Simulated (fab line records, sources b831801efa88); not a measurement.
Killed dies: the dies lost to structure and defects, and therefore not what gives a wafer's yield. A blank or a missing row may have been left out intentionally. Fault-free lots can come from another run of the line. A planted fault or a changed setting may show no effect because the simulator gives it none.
fab line records    flow sky130
record: lots: 6  wafers: 18  lastDay: 50
route steps=708 shown SD_P@322 RES_XHIGH@332 PAD_OPEN@708
lots with no fault: from the same line, run without faults
startH: hours from the record's first day to the start of the lot's first wafer shown    waitH: hours since the lot's step before    " unchanged from the row above    L1.1+2: a row that stands for several wafers    - no value, or no start was given    * or withheld: withheld    < > ~ a bound
route shown NAME@n: names a module that has steps shown in the file, with the first one's number in the route    usual: the fault-free wafers' mean and standard deviation    same: alike in all rows    chamber/n: place in a boat    sites: the reading at each site    _std_site: standard deviation across them    _edge_site: the outer-site mean with the inner-site mean subtracted    radiusMm: for every site, how far away it sits from the centre of the wafer    mask NAME#n: copy n    behind: the most recent tool/chamber to have shaped the wafer    hold: why the lot was held/for how many hours/how that ended    device: whichever transistor did not switch (one of n, p or np)    end of line: tests run on the same wafers once the route is complete    a step without rows: its recipe alone    killed: at the first sort, the dies lost to defects and structure; wafer yield is something else    map: shows each die of a wafer: x if killed, . if not, _ if none is there
set.NAME: the setting that was run; set.NAME@STEP: the one run at that earlier step    model.NAME: the simulator's own value behind a step, which no gauge read
certain route steps with their lots: each step a table, each wafer a row
services: from which hour (startH, from the record's first day; less than 0 if before it) a tool's chamber was out of use, for how many hours, and why
== steps ==
step: SKY_SD_P_COAT_02
recipe: resist: NOVOLAK  spinRpm: 3000  resistThkNm: 1140
step: SKY_SD_P_SOFTBAKE_03
recipe: tempC: 90  timeS: 60  resist: NOVOLAK
step: SKY_SD_P_EXPOSE_04
recipe: maskId: PSDM  na: 0.6  sourceShape: conventional  sigmaOuter: 0.6  polarization: unpolarized  targetCdNm: 380  doseMj: 138
step: SKY_SD_P_PEB_05
recipe: tempC: withheld  timeS: *  resist: NOVOLAK
step: SKY_SD_P_DEVELOP_06
recipe: resist: NOVOLAK  developer: TMAH  developTimeS: 60  devTempC: 23
step: SKY_SD_P_CD_MEAS_07
recipe: targetCdNm: 380
usual: cdNm: 381.3/2.4
lot.wafer  tool      chamber  startH  waitH  cdNm
L555.1     cdSem-02  -        588.39  0.1    380.9
L555.3     "         -        "       "      382.5
L555.6     "         -        "       "      381.0
L567.3     cdSem-02  -        703.28  0.1    377.9
L567.4     "         -        "       "      383.5
L567.6     "         -        "       "      382.8
L568.2     cdSem-01  -        704.74  0.1    380.9
L568.4     "         -        "       "      380.3
L568.5     "         -        "       "      381.5
L572.1     cdSem-02  -        735.34  0.1    378.6
L572.4     "         -        "       "      383.5
L572.5     "         -        "       "      380.7
L575.1     cdSem-02  -        752.14  0.1    385.4
L575.2     "         -        "       "      382.8
L575.4     "         -        "       "      384.7
L578.1     cdSem-01  -        775.72  0.1    381.0
L578.3     "         -        "       "      381.2
L578.6     "         -        "       "      380.7
step: SKY_SD_P_OVL_MEAS_08
usual: SD_P_OVL: 0.8/1.6
lot.wafer  tool        chamber  startH  waitH  SD_P_OVL[nm]
L555.1     overlay-02  -        588.51  0.1    -0.9
L555.3     "           -        "       "      -1.9
L555.6     "           -        "       "      -1.3
L567.3     overlay-01  -        703.37  0.1    1.2
L567.4     "           -        "       "      1.5
L567.6     "           -        "       "      2.3
L568.2     overlay-01  -        704.85  0.1    0.8
L568.4     "           -        "       "      -0.3
L568.5     "           -        "       "      0.1
L572.1     overlay-01  -        735.46  0.1    1.3
L572.4     "           -        "       "      1.9
L572.5     "           -        "       "      0.8
L575.1     overlay-01  -        752.26  0.1    -2.8
L575.2     "           -        "       "      -4.0
L575.4     "           -        "       "      -3.7
L578.1     overlay-02  -        775.84  0.1    -1.8
L578.3     "           -        "       "      0.6
L578.6     "           -        "       "      -0.4
step: SKY_SD_P_IMPLANT_09
recipe: species: BF2  energyKev: 20  doseCm2: 3e+15  tiltDeg: 0
step: SKY_SD_P_STRIP_10
recipe: chemistry: O2/N2  powerW: 1400  pressureMtorr: 1500  platenTempC: withheld  o2FlowSccm: 3000  n2FlowSccm: 300  overashFraction: 0.5
usual: drypumpMotorCurrentA: 5.7/0.44  n2FlowSccm: 300.1/1  o2FlowSccm: 2999/8.1  oesProductAu: 0.618/0.0043  stripTimeToEndpointS: 17.50/0.049
lot.wafer  tool            chamber  startH  waitH  drypumpMotorCurrentA  n2FlowSccm  o2FlowSccm  oesProductAu  rfHoursCounterH  stripTimeToEndpointS
L555.1     plasmaAsher-04  1        588.69  0.1    5.6                   301.4       3008        0.614         89               17.47
L555.3     "               0        "       "      6.2                   301.0       3003        0.615         -                17.47
L555.6     "               0        "       "      6.2                   301.6       3000        0.621         -                17.42
L567.3     plasmaAsher-04  0        703.58  0.1    6.2                   298.8       3000        0.614         -                17.51
L567.4     "               1        "       "      5.6                   301.2       2989        0.619         -                17.50
L567.6     "               0        "       "      6.2                   299.7       3000        0.618         -                17.48
L568.2     plasmaAsher-01  1        705.03  0.1    6.2                   300.0       2990        0.626         58               17.45
L568.4     "               1        "       "      6.2                   299.2       3010        0.616         -                17.42
L568.5     "               0        "       "      5.4                   300.8       3011        0.617         -                17.45
L572.1     plasmaAsher-02  0        735.65  0.1    5.1                   300.9       2998        0.624         93               17.50
L572.4     "               1        "       "      5.2                   300.3       2999        0.619         -                17.51
L572.5     "               0        "       "      5.1                   300.3       2996        0.618         -                17.57
L575.1     plasmaAsher-04  1        752.45  0.1    5.5                   298.8       2992        0.619         1                17.53
L575.2     "               0        "       "      6.2                   298.0       2996        0.621         1                17.48
L575.4     "               1        "       "      5.6                   299.3       2985        0.617         -                17.50
L578.1     plasmaAsher-01  1        776.03  0.1    6.2                   298.7       2998        0.621         65               17.51
L578.3     "               0        "       "      5.4                   299.7       3000        0.628         -                17.57
L578.6     "               0        "       "      5.4                   299.7       3000        0.618         -                17.48
step: SKY_SD_P_TW_MEAS_11
usual: SD_P_TW: 2833/32
lot.wafer  tool          chamber  startH  waitH  SD_P_TW
L555.1     filmMetro-03  -        588.79  0.1    2793
L555.3     "             -        "       "      2804
L555.6     "             -        "       "      2795
L567.3     filmMetro-03  -        703.66  0.1    2793
L567.4     "             -        "       "      2788
L567.6     "             -        "       "      2777
L568.2     filmMetro-02  -        705.14  0.1    2864
L568.4     "             -        "       "      2865
L568.5     "             -        "       "      2860
L572.1     filmMetro-02  -        735.75  0.1    2843
L572.4     "             -        "       "      2855
L572.5     "             -        "       "      2850
L575.1     filmMetro-03  -        752.55  0.1    2791
L575.2     "             -        "       "      2806
L575.4     "             -        "       "      2785
L578.1     filmMetro-02  -        776.13  0.1    2870
L578.3     "             -        "       "      2856
L578.6     "             -        "       "      2869
step: SKY_RES_XHIGH_DEHYDRATE_00
recipe: tempC: 200  timeS: 60
step: SKY_RES_XHIGH_HMDS_01
recipe: primeTimeS: 60  primeTempC: 120
step: SKY_RES_XHIGH_COAT_02
recipe: resist: NOVOLAK  spinRpm: 3000  resistThkNm: 1140
usual: dispensePressureKPa: 47/3.7  exhaustPa: 45.0/0.81  spinSpeedRpm: 2999.7/2.3
lot.wafer  tool           chamber  startH  waitH  dispensePressureKPa  exhaustPa  spinSpeedRpm  model.NOVOLAK_of_RES_XHIGH_COAT_02.thkNm
L555.1     lithoTrack-04  0        603.14  0.1    49                   46.3       2999.4        1139
L555.3     "              0        "       "      49                   47.4       2998.4        1133
L555.6     "              0        "       "      49                   44.3       3000.0        1136
L567.3     lithoTrack-01  0        717.14  0.1    43                   45.4       2437.8        1264
L567.4     "              0        "       "      43                   45.0       2436.1        1262
L567.6     "              0        "       "      43                   44.3       2436.4        1267
L568.2     lithoTrack-01  0        718.51  0.1    43                   45.5       2434.3        1260
L568.4     "              0        "       "      43                   44.6       2437.0        1260
L568.5     "              0        "       "      43                   44.0       2432.4        1260
L572.1     lithoTrack-02  0        748.52  0.1    52                   46.0       2997.0        1133
L572.4     "              0        "       "      52                   45.0       2996.6        1130
L572.5     "              0        "       "      52                   46.4       2996.3        1137
L575.1     lithoTrack-02  0        766.07  0.1    52                   45.1       2998.5        1136
L575.2     "              0        "       "      52                   45.0       3000.7        1135
L575.4     "              0        "       "      52                   45.1       2998.7        1133
L578.1     lithoTrack-01  0        789.29  0.1    43                   44.6       2999.4        1139
L578.3     "              0        "       "      43                   45.4       2999.4        1143
L578.6     "              0        "       "      43                   44.5       3002.0        1141
step: SKY_RES_XHIGH_SOFTBAKE_03
recipe: tempC: 90  timeS: 60  resist: NOVOLAK
step: SKY_RES_XHIGH_EXPOSE_04
recipe: maskId: URPM  na: 0.6  sourceShape: conventional  sigmaOuter: 0.6  polarization: unpolarized  targetCdNm: 1270  doseMj: 140
step: SKY_RES_XHIGH_PEB_05
recipe: tempC: withheld  timeS: *  resist: NOVOLAK
step: SKY_RES_XHIGH_DEVELOP_06
recipe: resist: NOVOLAK  developer: TMAH  developTimeS: 62.03  devTempC: 23
usual: exhaustPa: 45.1/0.94
lot.wafer  tool           chamber  startH  waitH  exhaustPa  model.NOVOLAK_of_RES_XHIGH_COAT_02.thkNm  model.RES_XHIGH.cdNm
L555.1     lithoTrack-04  0        617.99  0.1    46.4       1139                                      1278
L555.3     "              0        "       "      45.5       1133                                      1274
L555.6     "              0        "       "      46.3       1135                                      1274
L567.3     lithoTrack-02  0        730.77  0.1    45.8       1263                                      1261
L567.4     "              0        "       "      44.7       1261                                      1261
L567.6     "              0        "       "      44.6       1266                                      1261
L568.2     lithoTrack-01  0        732.36  0.1    44.0       1260                                      1265
L568.4     "              0        "       "      43.7       1259                                      1264
L568.5     "              0        "       "      43.8       1259                                      1265
L572.1     lithoTrack-02  0        762.37  0.1    44.5       1132                                      1272
L572.4     "              0        "       "      45.2       1130                                      1271
L572.5     "              0        "       "      45.0       1136                                      1272
L575.1     lithoTrack-01  0        779.59  0.1    45.1       1135                                      1271
L575.2     "              0        "       "      44.6       1134                                      1274
L575.4     "              0        "       "      45.7       1132                                      1271
L578.1     lithoTrack-04  0        801.99  0.1    44.0       1139                                      1274
L578.3     "              0        "       "      44.0       1142                                      1273
L578.6     "              0        "       "      43.6       1141                                      1273
step: SKY_RES_XHIGH_IMPLANT_07
recipe: species: BF2  energyKev: 20  doseCm2: 3.6e+14  tiltDeg: 0
step: SKY_RES_XHIGH_STRIP_08
recipe: chemistry: O2/N2  powerW: 1400  pressureMtorr: 1500  platenTempC: withheld  o2FlowSccm: 3000  n2FlowSccm: 300  overashFraction: 0.5
usual: drypumpMotorCurrentA: 5.7/0.46  n2FlowSccm: 300.0/0.78  o2FlowSccm: 3001/9  oesProductAu: 0.712/0.0044  stripTimeToEndpointS: 14.25/0.039
lot.wafer  tool            chamber  startH  waitH  drypumpMotorCurrentA  n2FlowSccm  o2FlowSccm  oesProductAu  rfHoursCounterH  stripTimeToEndpointS
L555.1     plasmaAsher-03  1        618.29  0.1    5.9                   300.6       3000        0.710         16               14.25
L555.3     "               0        "       "      6.3                   299.9       2987        0.707         -                14.20
L555.6     "               0        "       "      6.3                   300.2       2986        0.707         -                14.21
L567.3     plasmaAsher-02  0        731.06  0.1    5.1                   299.8       3016        0.706         -                15.65
L567.4     "               1        "       "      5.2                   300.5       2996        0.717         -                15.61
L567.6     "               0        "       "      5.2                   298.4       3006        0.716         -                15.68
L568.2     plasmaAsher-04  0        732.64  0.1    6.3                   298.9       3000        0.716         104              15.59
L568.4     "               1        "       "      5.5                   300.0       2998        0.716         -                15.58
L568.5     "               1        "       "      5.5                   298.8       3005        0.709         -                15.60
L572.1     plasmaAsher-02  1        762.67  0.1    5.2                   299.8       2976        0.713         96               14.20
L572.4     "               0        "       "      5.1                   301.0       3003        0.713         -                14.15
L572.5     "               1        "       "      5.2                   300.1       2982        0.712         -                14.24
L575.1     plasmaAsher-04  1        779.89  0.1    5.5                   299.3       2998        0.700         3                14.21
L575.2     "               0        "       "      6.2                   298.8       3012        0.713         3                14.20
L575.4     "               1        "       "      5.5                   299.9       2994        0.718         -                14.17
L578.1     plasmaAsher-02  0        802.29  0.1    5.2                   300.6       3020        0.719         100              14.26
L578.3     "               0        "       "      5.2                   300.5       2996        0.707         -                14.30
L578.6     "               0        "       "      5.2                   300.7       3003        0.706         -                14.29
step: SKY_RES_XHIGH_TW_MEAS_09
usual: RES_XHIGH_TW: 1649/14
lot.wafer  tool          chamber  startH  waitH  RES_XHIGH_TW
L555.1     filmMetro-01  -        618.39  0.1    1643
L555.3     "             -        "       "      1640
L555.6     "             -        "       "      1644
L567.3     filmMetro-01  -        731.14  0.1    1630
L567.4     "             -        "       "      1631
L567.6     "             -        "       "      1639
L568.2     filmMetro-02  -        732.75  0.1    1657
L568.4     "             -        "       "      1644
L568.5     "             -        "       "      1644
L572.1     filmMetro-02  -        762.77  0.1    1657
L572.4     "             -        "       "      1659
L572.5     "             -        "       "      1663
L575.1     filmMetro-02  -        779.99  0.1    1665
L575.2     "             -        "       "      1658
L575.4     "             -        "       "      1653
L578.1     filmMetro-03  -        802.39  0.1    1622
L578.3     "             -        "       "      1621
L578.6     "             -        "       "      1623
step: SKY_PAD_OPEN_PROBE_99
usual: killed_at_M0_to_M3: 43/7.7  killed_at_M4_up: 3.4/1.9  killedAtContacts: 25/5.6  killedAtFrontEnd: 14/4.3  killedAtOther: 0.2/0.5  killedDies: 86/10  killedOpen: 47/7.2  killedShort: 39/6.7
same: grossDies: 492  killedAtBackSide: 0
lot.wafer  tool       chamber  startH   waitH  killed_at_M0_to_M3  killed_at_M4_up  killedAtContacts  killedAtFrontEnd  killedAtOther  killedDies  killedOpen  killedShort
L555.1     prober-02  -        1078.15  0.1    42                  3                28                14                0              87          45          42
L555.3     prober-02  -        1078.25  0.2    51                  3                29                15                0              98          54          44
L555.6     prober-02  -        1078.40  0.2    41                  5                30                9                 0              85          47          38
L567.3     prober-02  -        1154.49  0.2    30                  3                24                19                0              76          41          35
L567.4     prober-02  -        1154.54  0.2    41                  0                18                14                0              73          38          35
L567.6     prober-02  -        1154.64  0.2    52                  3                28                12                0              95          50          45
L568.2     prober-01  -        1156.26  0.1    28                  8                21                17                0              74          38          36
L568.4     prober-01  -        1156.36  0.2    64                  7                19                9                 0              99          57          42
L568.5     prober-01  -        1156.41  0.2    40                  1                29                16                0              86          51          35
L572.1     prober-01  -        1178.00  0.1    48                  6                23                22                1              100         44          56
L572.4     prober-01  -        1178.15  0.2    35                  2                24                18                0              79          38          41
L572.5     prober-01  -        1178.20  0.2    43                  8                28                8                 1              88          48          40
L575.1     prober-02  -        1189.35  0.1    50                  5                28                12                0              95          47          48
L575.2     prober-02  -        1189.40  0.1    45                  2                29                11                0              87          46          41
L575.4     prober-02  -        1189.50  0.2    48                  5                26                8                 1              88          46          42
L578.1     prober-01  -        1203.95  0.1    51                  6                26                7                 0              90          49          41
L578.3     prober-01  -        1204.05  0.2    40                  2                21                15                0              78          37          41
L578.6     prober-01  -        1204.20  0.2    48                  1                34                15                0              98          60          38
killed by level:class
L555.1 CONTACT:geometricParticle:short=9 CONTACT:geometricParticle:open=9 VIA1:geometricParticle:open=9 VIA3:geometricParticle:open=7 VIA2:geometricParticle:open=6 VIA1:geometricParticle:short=6 METAL1:geometricParticle:short=4 POLY_GATE:geometricParticle:short=4
L555.3 CONTACT:geometricParticle:open=12 VIA1:geometricParticle:open=11 VIA3:geometricParticle:open=9 LI_CONTACT:geometricParticle:open=6 METAL2:geometricParticle:short=6 VIA2:geometricParticle:open=6 CONTACT:geometricParticle:short=5 METAL1:geometricParticle:short=5
L555.6 CONTACT:geometricParticle:open=13 VIA1:geometricParticle:open=9 LI_CONTACT:geometricParticle:open=6 POLY_GATE:geometricParticle:open=5 VIA2:geometricParticle:open=5 METAL1:geometricParticle:short=5 METAL2:geometricParticle:short=5 VIA2:geometricParticle:short=5
L567.3 CONTACT:geometricParticle:open=9 CONTACT:geometricParticle:short=7 LI_CONTACT:geometricParticle:open=6 POLY_GATE:geometricParticle:short=5 VIA1:geometricParticle:open=5 POLY_GATE:geometricParticle:open=4 VIA2:geometricParticle:open=4 METAL3:geometricParticle:short=4
L567.4 CONTACT:geometricParticle:open=10 VIA1:geometricParticle:open=10 METAL2:geometricParticle:short=7 VIA1:geometricParticle:short=6 FIELD_ISO:geometricParticle:short=5 VIA3:geometricParticle:open=5 METAL1:geometricParticle:short=4 FIELD_ISO:geometricParticle:open=3
L567.6 VIA1:geometricParticle:short=11 VIA1:geometricParticle:open=10 LI_CONTACT:geometricParticle:open=10 CONTACT:geometricParticle:short=7 CONTACT:geometricParticle:open=6 VIA3:geometricParticle:open=6 VIA2:geometricParticle:open=6 VIA3:geometricParticle:short=4
L568.2 CONTACT:geometricParticle:open=9 FIELD_ISO:geometricParticle:short=8 VIA1:geometricParticle:open=7 METAL2:geometricParticle:short=5 CONTACT:geometricParticle:short=5 METAL4:geometricParticle:short=5 LI_CONTACT:geometricParticle:open=4 FIELD_ISO:geometricParticle:open=3
L568.4 VIA1:geometricParticle:open=15 VIA2:geometricParticle:open=13 CONTACT:geometricParticle:open=8 METAL1:geometricParticle:short=7 VIA1:geometricParticle:short=6 VIA3:geometricParticle:open=6 LI_CONTACT:geometricParticle:open=5 METAL2:geometricParticle:short=5
L568.5 CONTACT:geometricParticle:open=12 LI_CONTACT:geometricParticle:open=9 VIA2:geometricParticle:open=8 VIA1:geometricParticle:open=7 VIA3:geometricParticle:open=7 POLY_GATE:geometricParticle:short=5 VIA1:geometricParticle:short=5 FIELD_ISO:geometricParticle:short=4
L572.1 FIELD_ISO:geometricParticle:short=8 CONTACT:geometricParticle:open=8 METAL1:geometricParticle:short=8 FIELD_ISO:geometricParticle:open=7 VIA2:geometricParticle:open=7 VIA1:geometricParticle:open=7 VIA2:geometricParticle:short=7 LI_CONTACT:geometricParticle:open=6
L572.4 CONTACT:geometricParticle:open=12 POLY_GATE:geometricParticle:short=7 METAL1:geometricParticle:short=7 VIA2:geometricParticle:open=6 LI_CONTACT:geometricParticle:open=5 CONTACT:geometricParticle:short=5 VIA1:geometricParticle:short=5 VIA1:geometricParticle:open=5
L572.5 VIA1:geometricParticle:open=12 CONTACT:geometricParticle:open=10 VIA3:geometricParticle:open=8 LI_CONTACT:geometricParticle:open=7 VIA1:geometricParticle:short=7 METAL1:geometricParticle:short=6 METAL4:geometricParticle:short=6 METAL2:geometricParticle:short=4
L575.1 VIA1:geometricParticle:open=12 CONTACT:geometricParticle:open=12 CONTACT:geometricParticle:short=9 VIA1:geometricParticle:short=8 VIA2:geometricParticle:short=8 METAL2:geometricParticle:short=6 FIELD_ISO:geometricParticle:open=5 VIA2:geometricParticle:open=4
L575.2 VIA1:geometricParticle:open=11 CONTACT:geometricParticle:open=10 LI_CONTACT:geometricParticle:open=8 VIA2:geometricParticle:open=7 METAL2:geometricParticle:short=6 VIA2:geometricParticle:short=6 LOCAL_INTERCONNECT:geometricParticle:short=5 METAL1:geometricParticle:short=5
L575.4 VIA1:geometricParticle:open=10 CONTACT:geometricParticle:open=9 CONTACT:geometricParticle:short=8 VIA2:geometricParticle:open=8 VIA3:geometricParticle:open=7 VIA1:geometricParticle:short=5 VIA2:geometricParticle:short=4 FIELD_ISO:geometricParticle:open=3
L578.1 VIA3:geometricParticle:open=11 VIA1:geometricParticle:open=9 CONTACT:geometricParticle:open=7 LI_CONTACT:geometricParticle:open=6 METAL2:geometricParticle:short=6 LOCAL_INTERCONNECT:geometricParticle:short=5 VIA3:geometricParticle:short=5 METAL4:geometricParticle:short=5
L578.3 VIA1:geometricParticle:open=7 FIELD_ISO:geometricParticle:open=6 METAL2:geometricParticle:short=6 CONTACT:geometricParticle:open=5 VIA3:geometricParticle:open=5 LI_CONTACT:geometricParticle:open=5 FIELD_ISO:geometricParticle:short=4 LOCAL_INTERCONNECT:geometricParticle:short=4
L578.6 CONTACT:geometricParticle:open=14 VIA1:geometricParticle:open=13 LI_CONTACT:geometricParticle:open=9 VIA3:geometricParticle:open=7 FIELD_ISO:geometricParticle:open=6 VIA1:geometricParticle:short=6 VIA2:geometricParticle:open=5 VIA3:geometricParticle:short=5
== services ==
tool            chamber  startH  hours  kind
plasmaAsher-03  -        579.54  2.8    pm
plasmaAsher-02  -        591.06  4.3    pm
plasmaAsher-04  -        616.64  4.3    repair
plasmaAsher-02  -        635.22  11.1   pm
plasmaAsher-03  -        648.99  1.8    repair
plasmaAsher-02  -        653.62  4.9    repair
plasmaAsher-01  -        690.61  2.8    pm
plasmaAsher-04  -        733.75  9.0    pm
plasmaAsher-04  0        733.75  9.0    ventCycle
plasmaAsher-04  1        733.75  9.0    ventCycle
plasmaAsher-04  0        742.75  -      clean
plasmaAsher-04  1        742.75  -      clean
plasmaAsher-02  -        783.75  1.5    repair
== key ==
firstSign: step: SKY_RES_XHIGH_COAT_02  reading: spinSpeedRpm  direction: down  sigmas: 99+  usual: 2999.7  struck: 2435.7
effect: step: SKY_RES_XHIGH_STRIP_08  reading: stripTimeToEndpointS  direction: up  sigmas: 35  usual: *  struck: *
modelEffect: step: SKY_RES_XHIGH_COAT_02  value: NOVOLAK_of_RES_XHIGH_COAT_02.thkNm  without: 1137  struck: 1262
modelEffect: step: SKY_RES_XHIGH_DEVELOP_06  value: NOVOLAK_of_RES_XHIGH_COAT_02.thkNm  without: 1136  struck: 1261
metAt SKY_RES_XHIGH_COAT_02
struckWafers L567.3,L567.4,L567.6,L568.2,L568.4,L568.5
testerLeftOut L567,L568
fault: kind: processParameterDrift  tool: lithoTrack-01  chamber: -  onsetH: 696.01  steps: SKY_RES_XHIGH_COAT_02  channel: spinRpm  offset: -565.04  shape: step  endH: 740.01  actsIn: theseRecipesOnly  stated: 3000
testerLeftOut: of these lots the tester's yield and bins aren't shown, on N5 and GAA mostly nor the transistor test; their killed dies are dies lost to structure and defects alone, not to doping, threshold or leakage, so they don't give the yield
